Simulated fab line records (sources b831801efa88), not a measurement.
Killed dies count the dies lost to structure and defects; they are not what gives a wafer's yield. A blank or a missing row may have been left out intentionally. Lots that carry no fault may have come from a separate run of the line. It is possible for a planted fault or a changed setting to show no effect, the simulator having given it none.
fab line records / flow sky130
record lots=5 wafers=15 last_day=50
route steps=708 shown LDD_HVP@281 LDD_LDN@289 PAD_OPEN@708
lots untouched by any fault: they come from a run of this same line in which no faults occurred
start_h: start of the lot's first displayed wafer, in hours after the record's first day / wait_h: time in hours since the lot's previous step / " same as the row above / L1.1+2: one row covering several wafers at once / - no value present, or no start provided / * or withheld: withheld / < > ~ a bound
route shown NAME@n: NAME is a module with steps in the file, n the number in the route of the first one / usual: the fault-free wafers' mean and standard deviation / same: alike in all rows / chamber/n: place in a boat / sites: readings site by site / _std_site: standard deviation of those values / _edge_site: inner sites' mean taken away from outer sites' mean / radius_mm: how far each site lies from the wafer's centre / mask NAME#n: copy n / behind: the last tool/chamber to shape the wafer / hold: cause of the lot's hold/its duration in hours/its outcome / device: the transistor (n, p or np) that didn't switch / end of line: the route-end tests of the same wafers / a step without rows: its recipe alone / killed: dies that structure and defects cost at the first sort, which is not the same as the wafer's yield / map: dies across one wafer; x = killed, . = not, _ = none there
set.NAME: the setting that was run; set.NAME@STEP: the one run at that earlier step / model.NAME: the simulator's own value behind a step, which no gauge read
lots at selected steps of the route; one table per step, one row per wafer
services: a tool's chamber out of use, with start hour (start_h, from the record's first day; less than 0 if before it), hours out, and reason
## steps
# step SKY_LDD_HVP_SOFTBAKE_03
# recipe temp_c=90 time_s=60 resist=NOVOLAK
# step SKY_LDD_HVP_EXPOSE_04
# recipe mask_id=HVPTM na=0.6 source_shape=conventional sigma_outer=0.6 polarization=unpolarized target_cd_nm=700 dose_mj=86
# step SKY_LDD_HVP_PEB_05
# recipe temp_c=withheld time_s=* resist=NOVOLAK
# step SKY_LDD_HVP_DEVELOP_06
# recipe resist=NOVOLAK developer=TMAH develop_time_s=60 dev_temp_c=23
# step SKY_LDD_HVP_OVL_MEAS_07
# usual LDD_HVP_OVL=-1.0/1.5
lot.wafer=L686.2 tool=overlay-02 chamber=- start_h=507.27 wait_h=0.1 LDD_HVP_OVL[nm]=-0.6
lot.wafer=L686.4 tool=overlay-02 chamber=- start_h=507.27 wait_h=0.1 LDD_HVP_OVL[nm]=-1.4
lot.wafer=L686.5 tool=overlay-02 chamber=- start_h=507.27 wait_h=0.1 LDD_HVP_OVL[nm]=-2.0
lot.wafer=L698.1 tool=overlay-01 chamber=- start_h=627.70 wait_h=0.1 LDD_HVP_OVL[nm]=0.5
lot.wafer=L698.3 tool=overlay-01 chamber=- start_h=627.70 wait_h=0.1 LDD_HVP_OVL[nm]=-0.6
lot.wafer=L698.6 tool=overlay-01 chamber=- start_h=627.70 wait_h=0.1 LDD_HVP_OVL[nm]=-1.7
lot.wafer=L703.1 tool=overlay-02 chamber=- start_h=655.11 wait_h=0.1 LDD_HVP_OVL[nm]=-1.1
lot.wafer=L703.4 tool=overlay-02 chamber=- start_h=655.11 wait_h=0.1 LDD_HVP_OVL[nm]=-2.9
lot.wafer=L703.6 tool=overlay-02 chamber=- start_h=655.11 wait_h=0.1 LDD_HVP_OVL[nm]=-4.0
lot.wafer=L704.3 tool=overlay-02 chamber=- start_h=659.30 wait_h=0.1 LDD_HVP_OVL[nm]=-1.5
lot.wafer=L704.4 tool=overlay-02 chamber=- start_h=659.30 wait_h=0.1 LDD_HVP_OVL[nm]=-0.9
lot.wafer=L704.5 tool=overlay-02 chamber=- start_h=659.30 wait_h=0.1 LDD_HVP_OVL[nm]=-1.4
lot.wafer=L707.1 tool=overlay-02 chamber=- start_h=682.16 wait_h=0.1 LDD_HVP_OVL[nm]=-1.2
lot.wafer=L707.4 tool=overlay-02 chamber=- start_h=682.16 wait_h=0.1 LDD_HVP_OVL[nm]=-2.7
lot.wafer=L707.6 tool=overlay-02 chamber=- start_h=682.16 wait_h=0.1 LDD_HVP_OVL[nm]=0.0
# step SKY_LDD_HVP_IMPLANT_08
# recipe species=B energy_kev=20 dose_cm2=1.7e+13 tilt_deg=17.9
# step SKY_LDD_HVP_STRIP_09
# recipe chemistry=O2/N2 power_w=1400 pressure_mtorr=1500 platen_temp_c=withheld o2_flow_sccm=3000 n2_flow_sccm=300 overash_fraction=0.5
# usual drypump_motor_current_A=5.6/0.46 oes_product_au=0.408/0.0044 strip_time_to_endpoint_s=4.139/0.013
lot.wafer=L686.2 tool=plasma_asher-03 chamber=1 start_h=507.45 wait_h=0.1 drypump_motor_current_A=6.0 oes_product_au=0.395 rf_hours_counter_h=84 strip_time_to_endpoint_s=4.132
lot.wafer=L686.4 tool=plasma_asher-03 chamber=1 start_h=507.45 wait_h=0.1 drypump_motor_current_A=6.0 oes_product_au=0.421 rf_hours_counter_h=- strip_time_to_endpoint_s=4.146
lot.wafer=L686.5 tool=plasma_asher-03 chamber=1 start_h=507.45 wait_h=0.1 drypump_motor_current_A=6.0 oes_product_au=0.408 rf_hours_counter_h=- strip_time_to_endpoint_s=4.110
lot.wafer=L698.1 tool=plasma_asher-03 chamber=0 start_h=627.89 wait_h=0.1 drypump_motor_current_A=6.0 oes_product_au=0.414 rf_hours_counter_h=96 strip_time_to_endpoint_s=4.160
lot.wafer=L698.3 tool=plasma_asher-03 chamber=1 start_h=627.89 wait_h=0.1 drypump_motor_current_A=6.0 oes_product_au=0.409 rf_hours_counter_h=- strip_time_to_endpoint_s=4.155
lot.wafer=L698.6 tool=plasma_asher-03 chamber=0 start_h=627.89 wait_h=0.1 drypump_motor_current_A=6.0 oes_product_au=0.412 rf_hours_counter_h=- strip_time_to_endpoint_s=4.145
lot.wafer=L703.1 tool=plasma_asher-04 chamber=0 start_h=655.30 wait_h=0.1 drypump_motor_current_A=6.3 oes_product_au=0.412 rf_hours_counter_h=82 strip_time_to_endpoint_s=4.140
lot.wafer=L703.4 tool=plasma_asher-04 chamber=0 start_h=655.30 wait_h=0.1 drypump_motor_current_A=6.3 oes_product_au=0.406 rf_hours_counter_h=- strip_time_to_endpoint_s=4.142
lot.wafer=L703.6 tool=plasma_asher-04 chamber=0 start_h=655.30 wait_h=0.1 drypump_motor_current_A=6.3 oes_product_au=0.412 rf_hours_counter_h=- strip_time_to_endpoint_s=4.150
lot.wafer=L704.3 tool=plasma_asher-02 chamber=1 start_h=659.51 wait_h=0.1 drypump_motor_current_A=5.5 oes_product_au=0.409 rf_hours_counter_h=- strip_time_to_endpoint_s=4.137
lot.wafer=L704.4 tool=plasma_asher-02 chamber=0 start_h=659.51 wait_h=0.1 drypump_motor_current_A=5.2 oes_product_au=0.410 rf_hours_counter_h=- strip_time_to_endpoint_s=4.127
lot.wafer=L704.5 tool=plasma_asher-02 chamber=1 start_h=659.51 wait_h=0.1 drypump_motor_current_A=5.5 oes_product_au=0.411 rf_hours_counter_h=- strip_time_to_endpoint_s=4.110
lot.wafer=L707.1 tool=plasma_asher-04 chamber=1 start_h=682.35 wait_h=0.1 drypump_motor_current_A=5.2 oes_product_au=0.403 rf_hours_counter_h=85 strip_time_to_endpoint_s=4.154
lot.wafer=L707.4 tool=plasma_asher-04 chamber=1 start_h=682.35 wait_h=0.1 drypump_motor_current_A=5.2 oes_product_au=0.408 rf_hours_counter_h=- strip_time_to_endpoint_s=4.144
lot.wafer=L707.6 tool=plasma_asher-04 chamber=0 start_h=682.35 wait_h=0.1 drypump_motor_current_A=6.3 oes_product_au=0.407 rf_hours_counter_h=- strip_time_to_endpoint_s=4.152
# step SKY_LDD_HVP_TW_MEAS_10
# usual LDD_HVP_TW=456/4.8
lot.wafer=L686.2 tool=film_metro-03 chamber=- start_h=507.56 wait_h=0.1 LDD_HVP_TW=451
lot.wafer=L686.4 tool=film_metro-03 chamber=- start_h=507.56 wait_h=0.1 LDD_HVP_TW=453
lot.wafer=L686.5 tool=film_metro-03 chamber=- start_h=507.56 wait_h=0.1 LDD_HVP_TW=452
lot.wafer=L698.1 tool=film_metro-03 chamber=- start_h=627.99 wait_h=0.1 LDD_HVP_TW=450
lot.wafer=L698.3 tool=film_metro-03 chamber=- start_h=627.99 wait_h=0.1 LDD_HVP_TW=450
lot.wafer=L698.6 tool=film_metro-03 chamber=- start_h=627.99 wait_h=0.1 LDD_HVP_TW=449
lot.wafer=L703.1 tool=film_metro-03 chamber=- start_h=655.40 wait_h=0.1 LDD_HVP_TW=455
lot.wafer=L703.4 tool=film_metro-03 chamber=- start_h=655.40 wait_h=0.1 LDD_HVP_TW=457
lot.wafer=L703.6 tool=film_metro-03 chamber=- start_h=655.40 wait_h=0.1 LDD_HVP_TW=456
lot.wafer=L704.3 tool=film_metro-01 chamber=- start_h=659.60 wait_h=0.1 LDD_HVP_TW=458
lot.wafer=L704.4 tool=film_metro-01 chamber=- start_h=659.60 wait_h=0.1 LDD_HVP_TW=456
lot.wafer=L704.5 tool=film_metro-01 chamber=- start_h=659.60 wait_h=0.1 LDD_HVP_TW=460
lot.wafer=L707.1 tool=film_metro-04 chamber=- start_h=682.45 wait_h=0.1 LDD_HVP_TW=464
lot.wafer=L707.4 tool=film_metro-04 chamber=- start_h=682.45 wait_h=0.1 LDD_HVP_TW=463
lot.wafer=L707.6 tool=film_metro-04 chamber=- start_h=682.45 wait_h=0.1 LDD_HVP_TW=465
# step SKY_LDD_LDN_DEHYDRATE_00
# recipe temp_c=200 time_s=60
# step SKY_LDD_LDN_HMDS_01
# recipe prime_time_s=60 prime_temp_c=120
# step SKY_LDD_LDN_COAT_02
# recipe resist=NOVOLAK spin_rpm=3000 resist_thk_nm=1140
# step SKY_LDD_LDN_SOFTBAKE_03
# recipe temp_c=90 time_s=60 resist=NOVOLAK
# step SKY_LDD_LDN_EXPOSE_04
# recipe mask_id=LDNTM na=0.6 source_shape=conventional sigma_outer=0.6 polarization=unpolarized target_cd_nm=700 dose_mj=140
# same na=0.6
lot.wafer=L686.2+4+5 tool=iline_stepper-02 chamber=0 start_h=523.39 wait_h=- mask=LDNTM_R1#0
lot.wafer=L698.1+3+6 tool=iline_stepper-01 chamber=0 start_h=643.11 wait_h=- mask=LDNTM#0
lot.wafer=L703.1+4+6 tool=iline_stepper-01 chamber=0 start_h=669.74 wait_h=- mask=LDNTM#0
lot.wafer=L704.3+4+5 tool=iline_stepper-01 chamber=0 start_h=674.37 wait_h=- mask=LDNTM#0
lot.wafer=L707.1+4+6 tool=iline_stepper-02 chamber=0 start_h=696.61 wait_h=- mask=LDNTM#0
# step SKY_LDD_LDN_PEB_05
# recipe temp_c=withheld time_s=* resist=NOVOLAK
# step SKY_PAD_OPEN_PROBE_99
# usual killed_at_M0_to_M3=44/6.4 killed_at_M4_up=3.4/2.1 killed_at_contacts=23/5 killed_at_front_end=15/4.5 killed_at_other=0.3/0.54 killed_dies=86/9.5 killed_open=48/6.9 killed_short=38/5.9
# same gross_dies=492 killed_at_back_side=0
lot.wafer=L686.2 tool=prober-02 chamber=- start_h=1084.16 wait_h=0.1 killed_at_M0_to_M3=48 killed_at_M4_up=2 killed_at_contacts=26 killed_at_front_end=12 killed_at_other=1 killed_dies=89 killed_open=49 killed_short=40
lot.wafer=L686.4 tool=prober-02 chamber=- start_h=1084.26 wait_h=0.2 killed_at_M0_to_M3=41 killed_at_M4_up=4 killed_at_contacts=26 killed_at_front_end=11 killed_at_other=0 killed_dies=82 killed_open=48 killed_short=34
lot.wafer=L686.5 tool=prober-02 chamber=- start_h=1084.31 wait_h=0.2 killed_at_M0_to_M3=44 killed_at_M4_up=1 killed_at_contacts=20 killed_at_front_end=14 killed_at_other=0 killed_dies=79 killed_open=45 killed_short=34
lot.wafer=L698.1 tool=prober-02 chamber=- start_h=1163.70 wait_h=0.1 killed_at_M0_to_M3=42 killed_at_M4_up=4 killed_at_contacts=11 killed_at_front_end=23 killed_at_other=0 killed_dies=80 killed_open=36 killed_short=42
lot.wafer=L698.3 tool=prober-02 chamber=- start_h=1163.80 wait_h=0.2 killed_at_M0_to_M3=36 killed_at_M4_up=3 killed_at_contacts=17 killed_at_front_end=15 killed_at_other=0 killed_dies=71 killed_open=40 killed_short=31
lot.wafer=L698.6 tool=prober-02 chamber=- start_h=1163.95 wait_h=0.2 killed_at_M0_to_M3=42 killed_at_M4_up=3 killed_at_contacts=18 killed_at_front_end=16 killed_at_other=0 killed_dies=79 killed_open=43 killed_short=36
lot.wafer=L703.1 tool=prober-02 chamber=- start_h=1178.83 wait_h=0.1 killed_at_M0_to_M3=43 killed_at_M4_up=6 killed_at_contacts=21 killed_at_front_end=11 killed_at_other=0 killed_dies=81 killed_open=43 killed_short=38
lot.wafer=L703.4 tool=prober-02 chamber=- start_h=1178.98 wait_h=0.2 killed_at_M0_to_M3=28 killed_at_M4_up=1 killed_at_contacts=22 killed_at_front_end=14 killed_at_other=0 killed_dies=65 killed_open=39 killed_short=26
lot.wafer=L703.6 tool=prober-02 chamber=- start_h=1179.08 wait_h=0.2 killed_at_M0_to_M3=35 killed_at_M4_up=4 killed_at_contacts=20 killed_at_front_end=7 killed_at_other=0 killed_dies=66 killed_open=36 killed_short=30
lot.wafer=L704.3 tool=prober-01 chamber=- start_h=1182.39 wait_h=0.2 killed_at_M0_to_M3=50 killed_at_M4_up=3 killed_at_contacts=20 killed_at_front_end=14 killed_at_other=0 killed_dies=87 killed_open=45 killed_short=42
lot.wafer=L704.4 tool=prober-01 chamber=- start_h=1182.44 wait_h=0.2 killed_at_M0_to_M3=36 killed_at_M4_up=3 killed_at_contacts=34 killed_at_front_end=10 killed_at_other=0 killed_dies=83 killed_open=50 killed_short=33
lot.wafer=L704.5 tool=prober-01 chamber=- start_h=1182.49 wait_h=0.2 killed_at_M0_to_M3=38 killed_at_M4_up=5 killed_at_contacts=21 killed_at_front_end=15 killed_at_other=0 killed_dies=79 killed_open=44 killed_short=35
# killed by level:class
L686.2 VIA1:geometric_particle:open=15 CONTACT:geometric_particle:open=8 LOCAL_INTERCONNECT:geometric_particle:short=6 VIA3:geometric_particle:short=6 VIA3:geometric_particle:open=6 CONTACT:geometric_particle:short=5 VIA2:geometric_particle:open=5 FIELD_ISO:geometric_particle:open=4
L686.4 VIA1:geometric_particle:open=15 CONTACT:geometric_particle:short=9 LI_CONTACT:geometric_particle:open=7 VIA2:geometric_particle:open=6 VIA1:geometric_particle:short=5 CONTACT:geometric_particle:open=5 VIA3:geometric_particle:open=5 FIELD_ISO:geometric_particle:open=3
L686.5 VIA1:geometric_particle:open=10 VIA3:geometric_particle:open=9 CONTACT:geometric_particle:open=6 LI_CONTACT:geometric_particle:open=5 LI_CONTACT:geometric_particle:short=5 METAL1:geometric_particle:short=5 METAL2:geometric_particle:short=5 VIA2:geometric_particle:open=5
L698.1 VIA1:geometric_particle:open=12 POLY_GATE:geometric_particle:short=9 METAL2:geometric_particle:short=9 POLY_GATE:geometric_particle:open=7 METAL1:geometric_particle:short=7 CONTACT:geometric_particle:open=4 VIA3:geometric_particle:open=4 FIELD_ISO:geometric_particle:short=3
L698.3 VIA1:geometric_particle:open=7 VIA3:geometric_particle:open=7 FIELD_ISO:geometric_particle:open=6 VIA2:geometric_particle:short=6 LI_CONTACT:geometric_particle:open=5 METAL2:geometric_particle:short=5 FIELD_ISO:geometric_particle:short=4 POLY_GATE:geometric_particle:open=4
L698.6 VIA1:geometric_particle:open=10 VIA2:geometric_particle:open=8 FIELD_ISO:geometric_particle:open=6 CONTACT:geometric_particle:open=6 VIA1:geometric_particle:short=5 VIA3:geometric_particle:short=5 FIELD_ISO:geometric_particle:short=4 POLY_GATE:geometric_particle:open=4
L703.1 VIA3:geometric_particle:open=8 VIA1:geometric_particle:open=7 LI_CONTACT:geometric_particle:open=6 VIA3:geometric_particle:short=6 CONTACT:geometric_particle:open=5 CONTACT:geometric_particle:short=5 METAL1:geometric_particle:short=5 METAL2:geometric_particle:short=5
L703.4 LI_CONTACT:geometric_particle:open=9 VIA1:geometric_particle:open=8 CONTACT:geometric_particle:open=7 FIELD_ISO:geometric_particle:short=6 METAL1:geometric_particle:short=4 VIA3:geometric_particle:open=4 POLY_GATE:geometric_particle:open=3 LI_CONTACT:geometric_particle:short=3
L703.6 VIA2:geometric_particle:open=7 CONTACT:geometric_particle:open=6 VIA3:geometric_particle:open=6 METAL2:geometric_particle:short=5 LI_CONTACT:geometric_particle:short=4 LI_CONTACT:geometric_particle:open=4 VIA1:geometric_particle:open=4 VIA3:geometric_particle:short=4
L704.3 VIA1:geometric_particle:open=12 CONTACT:geometric_particle:open=9 VIA1:geometric_particle:short=8 VIA3:geometric_particle:open=6 METAL2:geometric_particle:short=5 FIELD_ISO:geometric_particle:short=4 POLY_GATE:geometric_particle:open=4 POLY_GATE:geometric_particle:short=4
L704.4 LI_CONTACT:geometric_particle:open=12 CONTACT:geometric_particle:open=9 POLY_GATE:geometric_particle:open=6 METAL1:geometric_particle:short=6 CONTACT:geometric_particle:short=6 VIA1:geometric_particle:open=6 VIA2:geometric_particle:open=6 VIA1:geometric_particle:short=5
L704.5 CONTACT:geometric_particle:open=12 VIA1:geometric_particle:open=12 METAL1:geometric_particle:short=5 VIA2:geometric_particle:open=4 POLY_GATE:geometric_particle:open=4 POLY_GATE:geometric_particle:short=4 METAL4:geometric_particle:short=4 FIELD_ISO:geometric_particle:open=3
## services
tool=iline_stepper-02 chamber=- start_h=519.74 hours=1.7 kind=pm
tool=iline_stepper-01 chamber=- start_h=530.05 hours=1.0 kind=repair
tool=iline_stepper-01 chamber=- start_h=598.22 hours=1.7 kind=pm
tool=plasma_asher-03 chamber=- start_h=609.04 hours=1.1 kind=repair
tool=plasma_asher-03 chamber=- start_h=646.50 hours=1.6 kind=repair
tool=plasma_asher-02 chamber=- start_h=661.08 hours=13.5 kind=repair
tool=iline_stepper-02 chamber=- start_h=668.95 hours=15.1 kind=repair
tool=plasma_asher-03 chamber=- start_h=678.77 hours=5.7 kind=repair
tool=iline_stepper-01 chamber=0 start_h=687.43 hours=- kind=calibration
tool=iline_stepper-02 chamber=0 start_h=692.21 hours=- kind=calibration
## key
first_sign step=SKY_LDD_LDN_EXPOSE_04 reading=mask direction=changed
effect none on later readings
met_at SKY_LDD_LDN_EXPOSE_04
struck_wafers L686.2,L686.4,L686.5
tester_left_out L686
fault kind=wrong_mask tool=any chamber=- onset_h=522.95 steps=SKY_LDD_LDN_EXPOSE_04 aux_copy=LDNTM_R1#0 cd_offset_nm=49 scope=struck_lots_only
# tester_left_out: of these lots the tester's yield and bins aren't shown, on N5 and GAA mostly nor the transistor test; their killed dies are dies lost to structure and defects alone, not to doping, threshold or leakage, so they don't give the yield
